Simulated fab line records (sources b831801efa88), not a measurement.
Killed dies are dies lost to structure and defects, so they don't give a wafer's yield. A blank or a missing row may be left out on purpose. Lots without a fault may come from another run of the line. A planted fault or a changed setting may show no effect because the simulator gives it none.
fab line records + flow gf180mcu
[record]
- lots = 15
- wafers = 45
- last-day = 34
route steps=602 shown STI@1 VT_IMPLANT@105 POLY_GATE@169 NSD@247
lots with no fault: from the same line, run without faults
start-h: hours from the record's first day to the start of the lot's first wafer shown + wait-h: hours since the lot's step before + " repeats the value in the row above + L1.1+2: one row covering several wafers at once + - no value, or no start given + * or withheld: withheld + < > ~ a bound
route shown NAME@n: a module of which the file shows steps, and the number in the route of the first + usual: mean/standard deviation taken from wafers without a fault + same: alike in all rows + chamber/n: place in a boat + sites: the reading at each site + _std_site: the standard deviation of these + _edge_site: outer sites' mean less inner sites' + radius-mm: how far each site lies from the wafer's centre + mask NAME#n: copy n + behind: the most recent tool/chamber to have shaped the wafer + hold: why the lot was held/for how many hours/how that ended + device: whichever transistor did not switch (one of n, p or np) + end of line: at the end of the route, the tests of the same wafers + for a step that has no rows: nothing shown but its recipe + killed: the dies lost at the first sort to structure and to defects; this is not the yield of the wafer + map: the dies of a wafer, with x for killed, . for not killed, _ for no die there
set.NAME: setting as actually run; set.NAME@STEP: the setting as run at that earlier step + model.NAME: the simulator's own value behind a step, which no gauge read
the route's steps for a sample of lots (tables are steps, rows are wafers)
services: the hour from which a tool's chamber was out of use, counted from the record's first day as start-h (under 0 if before that day), plus the number of hours and why
[[steps]]
[step GF_STI_BOW_MEAS_00]
[recipe]
- mode = bow
[usual]
- INCOMING_BOW = 0/6.4
| lot.wafer | tool          | chamber | start-h | wait-h | INCOMING_BOW[um] |
|-----------|---------------|---------|---------|--------|------------------|
| L568.3    | film-metro-03 | -       | 10.04   | -      | 3                |
| L568.5    | "             | -       | "       | "      | -1               |
| L568.6    | "             | -       | "       | "      | 14               |
| L570.2    | film-metro-04 | -       | 20.02   | -      | 7                |
| L570.3    | "             | -       | "       | "      | -2               |
| L570.6    | "             | -       | "       | "      | -12              |
| L571.1    | film-metro-03 | -       | 25.11   | -      | -1               |
| L571.4    | "             | -       | "       | "      | 4                |
| L571.5    | "             | -       | "       | "      | -9               |
| L572.2    | film-metro-02 | -       | 30.02   | -      | -10              |
| L572.3    | "             | -       | "       | "      | 3                |
| L572.4    | "             | -       | "       | "      | -1               |
| L573.1    | film-metro-03 | -       | 35.00   | -      | 3                |
| L573.2    | "             | -       | "       | "      | -4               |
| L573.5    | "             | -       | "       | "      | -10              |
| L574.1    | film-metro-04 | -       | 40.00   | -      | 2                |
| L574.3    | "             | -       | "       | "      | -2               |
| L574.4    | "             | -       | "       | "      | -7               |
| L575.1    | film-metro-02 | -       | 45.00   | -      | -4               |
| L575.2    | "             | -       | "       | "      | 0                |
| L575.3    | "             | -       | "       | "      | -9               |
| L578.1    | film-metro-03 | -       | 60.01   | -      | 4                |
| L578.3    | "             | -       | "       | "      | 9                |
| L578.5    | "             | -       | "       | "      | -4               |
| L582.3    | film-metro-04 | -       | 80.04   | -      | -4               |
| L582.4    | "             | -       | "       | "      | -1               |
| L582.6    | "             | -       | "       | "      | 1                |
| L584.1    | film-metro-04 | -       | 90.00   | -      | 4                |
| L584.4    | "             | -       | "       | "      | 2                |
| L584.6    | "             | -       | "       | "      | -12              |
| L585.3    | film-metro-04 | -       | 95.04   | -      | 0                |
| L585.4    | "             | -       | "       | "      | 4                |
| L585.6    | "             | -       | "       | "      | -4               |
| L588.2    | film-metro-02 | -       | 110.02  | -      | 6                |
| L588.3    | "             | -       | "       | "      | -8               |
| L588.6    | "             | -       | "       | "      | 2                |
| L589.1    | film-metro-03 | -       | 115.00  | -      | 12               |
| L589.3    | "             | -       | "       | "      | 8                |
| L589.4    | "             | -       | "       | "      | -5               |
| L590.1    | film-metro-03 | -       | 120.00  | -      | -12              |
| L590.2    | "             | -       | "       | "      | -3               |
| L590.6    | "             | -       | "       | "      | -9               |
| L591.1    | film-metro-03 | -       | 125.00  | -      | 4                |
| L591.5    | "             | -       | "       | "      | -2               |
| L591.6    | "             | -       | "       | "      | 4                |
[step GF_VT_IMPLANT_EXPOSE_15]
[recipe]
- mask-id = Nwell_LV_AREA
- target-cd-nm = 860
- na = 0.6
- source-shape = conventional
- sigma-outer = 0.6
- dose-mj = 140
[usual]
- exposure-dose-mJ-cm2 = 139.97/0.14
- focus-offset-nm = 0.0/0.51
- na = 0.6/0
| lot.wafer | tool             | chamber | start-h | wait-h | mask            | exposure-dose-mJ-cm2 | focus-offset-nm | na  |
|-----------|------------------|---------|---------|--------|-----------------|----------------------|-----------------|-----|
| L568.3    | iline-stepper-01 | 0       | 126.33  | -      | Nwell_LV_AREA#0 | 139.83               | 0.9             | 0.6 |
| L568.5    | "                | 0       | "       | "      | Nwell_LV_AREA#0 | 139.66               | -0.2            | 0.6 |
| L568.6    | "                | 0       | "       | "      | Nwell_LV_AREA#0 | 139.77               | 0.1             | 0.6 |
| L570.2    | iline-stepper-02 | 0       | 134.30  | -      | Nwell_LV_AREA#0 | 139.81               | -1.1            | 0.6 |
| L570.3    | "                | 0       | "       | "      | Nwell_LV_AREA#0 | 139.91               | -0.2            | 0.6 |
| L570.6    | "                | 0       | "       | "      | Nwell_LV_AREA#0 | 139.96               | 0.0             | 0.6 |
| L571.1    | iline-stepper-02 | 0       | 136.69  | -      | Nwell_LV_AREA#0 | 140.04               | -0.4            | 0.6 |
| L571.4    | "                | 0       | "       | "      | Nwell_LV_AREA#0 | 139.97               | 1.0             | 0.6 |
| L571.5    | "                | 0       | "       | "      | Nwell_LV_AREA#0 | 139.84               | 0.1             | 0.6 |
| L572.2    | iline-stepper-01 | -       | 143.22  | -      | Nwell_LV_AREA#0 | -                    | -               | -   |
| L572.3    | "                | -       | "       | "      | Nwell_LV_AREA#0 | -                    | -               | -   |
| L572.4    | "                | -       | "       | "      | Nwell_LV_AREA#0 | -                    | -               | -   |
| L573.1    | iline-stepper-02 | -       | 162.46  | -      | Nwell_LV_AREA#0 | -                    | -               | -   |
| L573.2    | "                | -       | "       | "      | Nwell_LV_AREA#0 | -                    | -               | -   |
| L573.5    | "                | -       | "       | "      | Nwell_LV_AREA#0 | -                    | -               | -   |
| L574.1    | iline-stepper-01 | -       | 162.88  | -      | Nwell_LV_AREA#0 | -                    | -               | -   |
| L574.3    | "                | -       | "       | "      | Nwell_LV_AREA#0 | -                    | -               | -   |
| L574.4    | "                | -       | "       | "      | Nwell_LV_AREA#0 | -                    | -               | -   |
| L575.1    | iline-stepper-01 | 0       | 166.24  | -      | Nwell_LV_AREA#0 | 140.24               | 0.5             | 0.6 |
| L575.2    | "                | 0       | "       | "      | Nwell_LV_AREA#0 | 139.99               | 0.3             | 0.6 |
| L575.3    | "                | 0       | "       | "      | Nwell_LV_AREA#0 | 140.06               | 0.4             | 0.6 |
| L578.1    | iline-stepper-01 | 0       | 185.03  | -      | Nwell_LV_AREA#0 | 139.60               | -0.2            | 0.6 |
| L578.3    | "                | 0       | "       | "      | Nwell_LV_AREA#0 | 140.07               | -0.3            | 0.6 |
| L578.5    | "                | 0       | "       | "      | Nwell_LV_AREA#0 | 140.02               | 0.6             | 0.6 |
| L582.3    | iline-stepper-02 | 0       | 202.35  | -      | Nwell_LV_AREA#0 | 140.09               | 0.4             | 0.6 |
| L582.4    | "                | 0       | "       | "      | Nwell_LV_AREA#0 | 139.96               | 0.1             | 0.6 |
| L582.6    | "                | 0       | "       | "      | Nwell_LV_AREA#0 | 139.96               | 0.4             | 0.6 |
| L584.1    | iline-stepper-01 | 0       | 217.94  | -      | Nwell_LV_AREA#0 | 139.96               | -0.8            | 0.6 |
| L584.4    | "                | 0       | "       | "      | Nwell_LV_AREA#0 | 140.07               | 0.2             | 0.6 |
| L584.6    | "                | 0       | "       | "      | Nwell_LV_AREA#0 | 139.81               | 0.1             | 0.6 |
| L585.3    | iline-stepper-01 | 0       | 226.20  | -      | Nwell_LV_AREA#0 | 139.92               | 0.1             | 0.6 |
| L585.4    | "                | 0       | "       | "      | Nwell_LV_AREA#0 | 140.09               | -0.7            | 0.6 |
| L585.6    | "                | 0       | "       | "      | Nwell_LV_AREA#0 | 140.00               | 0.8             | 0.6 |
| L588.2    | iline-stepper-02 | 0       | 250.13  | -      | Nwell_LV_AREA#0 | 140.19               | -0.3            | 0.6 |
| L588.3    | "                | 0       | "       | "      | Nwell_LV_AREA#0 | 139.98               | -0.2            | 0.6 |
| L588.6    | "                | 0       | "       | "      | Nwell_LV_AREA#0 | 140.07               | 0.4             | 0.6 |
| L590.1    | iline-stepper-02 | 0       | 259.51  | -      | Nwell_LV_AREA#0 | 140.05               | 0.6             | 0.6 |
| L590.2    | "                | 0       | "       | "      | Nwell_LV_AREA#0 | 139.81               | -0.2            | 0.6 |
| L590.6    | "                | 0       | "       | "      | Nwell_LV_AREA#0 | 139.84               | 0.2             | 0.6 |
| L589.1    | iline-stepper-01 | 0       | 261.06  | -      | Nwell_LV_AREA#0 | 140.03               | 0.0             | 0.6 |
| L589.3    | "                | 0       | "       | "      | Nwell_LV_AREA#0 | 139.97               | 0.0             | 0.6 |
| L589.4    | "                | 0       | "       | "      | Nwell_LV_AREA#0 | 140.00               | -0.3            | 0.6 |
| L591.1    | iline-stepper-02 | 0       | 266.09  | -      | Nwell_LV_AREA#0 | 140.01               | -0.5            | 0.6 |
| L591.5    | "                | 0       | "       | "      | Nwell_LV_AREA#0 | 139.79               | 0.0             | 0.6 |
| L591.6    | "                | 0       | "       | "      | Nwell_LV_AREA#0 | 139.99               | -0.4            | 0.6 |
[step GF_POLY_GATE_ETCH_12]
[recipe]
- chemistry = N2/H2
- target-depth-a = withheld
- overetch-a = withheld
- time-s = withheld
- target = BARC
- ion-energy-ev = 200
- source-w = 500
- bias-w = 100
- pressure-mtorr = 30
- n2-flow-sccm = 100
- h2-flow-sccm = 200
[usual]
- drypump-motor-current-A = 5.8/0.48
- oes-product-au = 0.735/0.0047
- throttle-valve-pct = 13.214/0.01
| lot.wafer | tool        | chamber | start-h | wait-h | drypump-motor-current-A | oes-product-au | throttle-valve-pct |
|-----------|-------------|---------|---------|--------|-------------------------|----------------|--------------------|
| L568.3    | rie-diel-01 | 3       | 204.54  | 0.0    | 6.3                     | 0.734          | 13.211             |
| L568.5    | "           | 3       | "       | "      | 6.3                     | 0.737          | 13.218             |
| L568.6    | "           | 0       | "       | "      | 5.1                     | 0.733          | 13.220             |
| L570.2    | rie-diel-03 | 0       | 212.26  | 0.0    | 6.3                     | 0.743          | 13.213             |
| L570.3    | "           | 3       | "       | "      | 6.2                     | 0.738          | 13.235             |
| L570.6    | "           | 2       | "       | "      | 5.8                     | 0.730          | 13.202             |
| L571.1    | rie-diel-03 | 3       | 218.19  | 0.0    | 6.2                     | 0.737          | 13.218             |
| L571.4    | "           | 1       | "       | "      | 5.4                     | 0.736          | 13.191             |
| L571.5    | "           | 3       | "       | "      | 6.2                     | 0.740          | 13.222             |
| L575.1    | rie-diel-01 | 0       | 250.16  | 0.0    | 5.1                     | 0.737          | 13.228             |
| L575.2    | "           | 3       | "       | "      | 6.3                     | 0.730          | 13.224             |
| L575.3    | "           | 2       | "       | "      | 5.8                     | 0.741          | 13.210             |
| L578.1    | rie-diel-02 | 2       | 271.09  | 0.0    | 5.7                     | 0.728          | 13.203             |
| L578.3    | "           | 3       | "       | "      | 5.8                     | 0.727          | 13.211             |
| L578.5    | "           | 1       | "       | "      | 5.0                     | 0.739          | 13.203             |
| L582.3    | rie-diel-02 | 3       | 298.39  | 0.0    | 5.7                     | 0.743          | 13.215             |
| L582.4    | "           | 2       | "       | "      | 5.7                     | 0.733          | 13.210             |
| L582.6    | "           | 2       | "       | "      | 5.7                     | 0.731          | 13.214             |
| L584.1    | rie-diel-01 | 2       | 310.86  | 0.0    | 5.8                     | 0.735          | 13.184             |
| L584.4    | "           | 3       | "       | "      | 6.3                     | 0.740          | 13.198             |
| L584.6    | "           | 0       | "       | "      | 5.1                     | 0.739          | 13.210             |
| L585.3    | rie-diel-02 | 2       | 329.59  | 0.0    | 5.7                     | 0.741          | 13.212             |
| L585.4    | "           | 0       | "       | "      | 5.5                     | 0.733          | 13.205             |
| L585.6    | "           | 0       | "       | "      | 5.5                     | 0.734          | 13.217             |
| L588.2    | rie-diel-03 | 0       | 351.96  | 0.0    | 6.3                     | 0.735          | 13.235             |
| L588.3    | "           | 2       | "       | "      | 5.8                     | 0.739          | 13.214             |
| L588.6    | "           | 1       | "       | "      | 5.4                     | 0.731          | 13.210             |
| L590.1    | rie-diel-01 | 1       | 357.19  | 0.0    | 6.5                     | 0.738          | 13.207             |
| L590.2    | "           | 2       | "       | "      | 5.8                     | 0.739          | 13.203             |
| L590.6    | "           | 0       | "       | "      | 5.1                     | 0.736          | 13.209             |
| L589.1    | rie-diel-02 | 1       | 357.54  | 0.0    | 5.0                     | 0.733          | 13.202             |
| L589.3    | "           | 2       | "       | "      | 5.7                     | 0.737          | 13.211             |
| L589.4    | "           | 3       | "       | "      | 5.8                     | 0.739          | 13.219             |
| L591.1    | rie-diel-02 | 0       | 368.13  | 0.0    | 5.5                     | 0.739          | 13.228             |
| L591.5    | "           | 3       | "       | "      | 5.7                     | 0.740          | 13.227             |
| L591.6    | "           | 1       | "       | "      | 5.0                     | 0.741          | 13.205             |
[step GF_NSD_TW_MEAS_12]
[usual]
- NSD_TW = 4216/43
| lot.wafer | tool          | chamber | start-h | wait-h | NSD_TW |
|-----------|---------------|---------|---------|--------|--------|
| L568.3    | film-metro-02 | -       | 303.50  | 0.1    | 4176   |
| L568.5    | "             | -       | "       | "      | 4162   |
| L568.6    | "             | -       | "       | "      | 4197   |
| L570.2    | film-metro-01 | -       | 310.19  | 0.1    | 4291   |
| L570.3    | "             | -       | "       | "      | 4309   |
| L570.6    | "             | -       | "       | "      | 4288   |
| L571.1    | film-metro-01 | -       | 318.49  | 0.1    | 4286   |
| L571.4    | "             | -       | "       | "      | 4303   |
| L571.5    | "             | -       | "       | "      | 4291   |
| L575.1    | film-metro-01 | -       | 356.64  | 0.1    | 4242   |
| L575.2    | "             | -       | "       | "      | 4285   |
| L575.3    | "             | -       | "       | "      | 4269   |
| L578.1    | film-metro-01 | -       | 385.86  | 0.1    | 4253   |
| L578.3    | "             | -       | "       | "      | 4262   |
| L578.5    | "             | -       | "       | "      | 4256   |
| L582.3    | film-metro-02 | -       | 414.50  | 0.1    | 4212   |
| L582.4    | "             | -       | "       | "      | 4194   |
| L582.6    | "             | -       | "       | "      | 4194   |
| L584.1    | film-metro-01 | -       | 430.79  | 0.1    | 4223   |
| L584.4    | "             | -       | "       | "      | 4254   |
| L584.6    | "             | -       | "       | "      | 4270   |
| L585.3    | film-metro-02 | -       | 450.06  | 0.1    | 4187   |
| L585.4    | "             | -       | "       | "      | 4172   |
| L585.6    | "             | -       | "       | "      | 4208   |
| L588.2    | film-metro-04 | -       | 477.02  | 0.1    | 4194   |
| L588.3    | "             | -       | "       | "      | 4188   |
| L588.6    | "             | -       | "       | "      | 4182   |
| L590.1    | film-metro-04 | -       | 480.83  | 0.1    | 4194   |
| L590.2    | "             | -       | "       | "      | 4187   |
| L590.6    | "             | -       | "       | "      | 4199   |
| L589.1    | film-metro-02 | -       | 482.84  | 0.1    | 4201   |
| L589.3    | "             | -       | "       | "      | 4219   |
| L589.4    | "             | -       | "       | "      | 4185   |
| L591.1    | film-metro-04 | -       | 493.71  | 0.1    | 4177   |
| L591.5    | "             | -       | "       | "      | 4183   |
| L591.6    | "             | -       | "       | "      | 4189   |
[[services]]
| tool             | chamber | start-h | hours | kind   |
|------------------|---------|---------|-------|--------|
| rie-diel-02      | 1       | 110.14  | 3.3   | repair |
| rie-diel-02      | 3       | 117.99  | 7.1   | repair |
| rie-diel-03      | 3       | 120.88  | 10.1  | repair |
| iline-stepper-01 | -       | 122.16  | 1.7   | pm     |
| iline-stepper-01 | -       | 131.21  | 6.5   | repair |
| rie-diel-02      | -       | 141.06  | 1.1   | repair |
| rie-diel-02      | 3       | 148.44  | 20.4  | repair |
| rie-diel-01      | -       | 148.60  | 0.4   | repair |
| rie-diel-03      | -       | 163.31  | 4.1   | repair |
| iline-stepper-01 | -       | 179.58  | 2.5   | repair |
| iline-stepper-02 | -       | 199.08  | 2.1   | pm     |
| rie-diel-01      | 0       | 207.00  | 6.4   | repair |
| iline-stepper-02 | -       | 231.90  | 1.7   | pm     |
| rie-diel-02      | 0       | 237.86  | 4.8   | repair |
| iline-stepper-01 | -       | 240.60  | 0.6   | repair |
| rie-diel-01      | 0       | 264.02  | 3.1   | repair |
| iline-stepper-01 | -       | 265.00  | 5.2   | repair |
| iline-stepper-01 | -       | 303.93  | 4.4   | pm     |
| rie-diel-02      | 2       | 304.61  | 6.1   | repair |
| rie-diel-03      | 2       | 325.02  | 2.4   | repair |
| rie-diel-01      | -       | 325.71  | 2.8   | pm     |
| rie-diel-03      | 1       | 328.42  | 13.2  | repair |
| iline-stepper-01 | -       | 340.40  | 1.7   | pm     |
| rie-diel-02      | -       | 361.88  | 2.8   | pm     |
[[key]]
[first-sign]
- step = GF_VT_IMPLANT_EXPOSE_15
- reading = tool-record
- direction = missing
effect none on later readings
met-at GF_VT_IMPLANT_EXPOSE_15
struck-lots L572,L573,L574
later-rows-left-out L572.2,L572.3,L572.4,L573.1,L573.2,L573.5,L574.1,L574.3,L574.4
sort-left-out L572.2,L572.3,L572.4,L573.1,L573.2,L573.5,L574.1,L574.3,L574.4
tester-left-out L572,L573,L574
not-acting-at GF_STI_BOW_MEAS_00,GF_POLY_GATE_ETCH_12,GF_NSD_TW_MEAS_12
onset-between 136.69 143.22
[fault]
- kind = skipped-step-whole
- tool = iline-stepper-01,iline-stepper-02
- chamber = -
- onset-h = 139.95
- steps = GF_VT_IMPLANT_EXPOSE_15
- scope = struck-lots-only
// tester-left-out: of these lots the tester's yield and bins aren't shown, on N5 and GAA mostly nor the transistor test; their killed dies are dies lost to structure and defects alone, not to doping, threshold or leakage, so they don't give the yield
// sort-left-out: the simulated sort isn't trusted on such a fault, so these wafers' sort isn't shown, and their yield isn't known
// later-rows-left-out: the simulator's readings of these wafers behind a module that went badly wrong aren't trusted and aren't shown, but for the sort
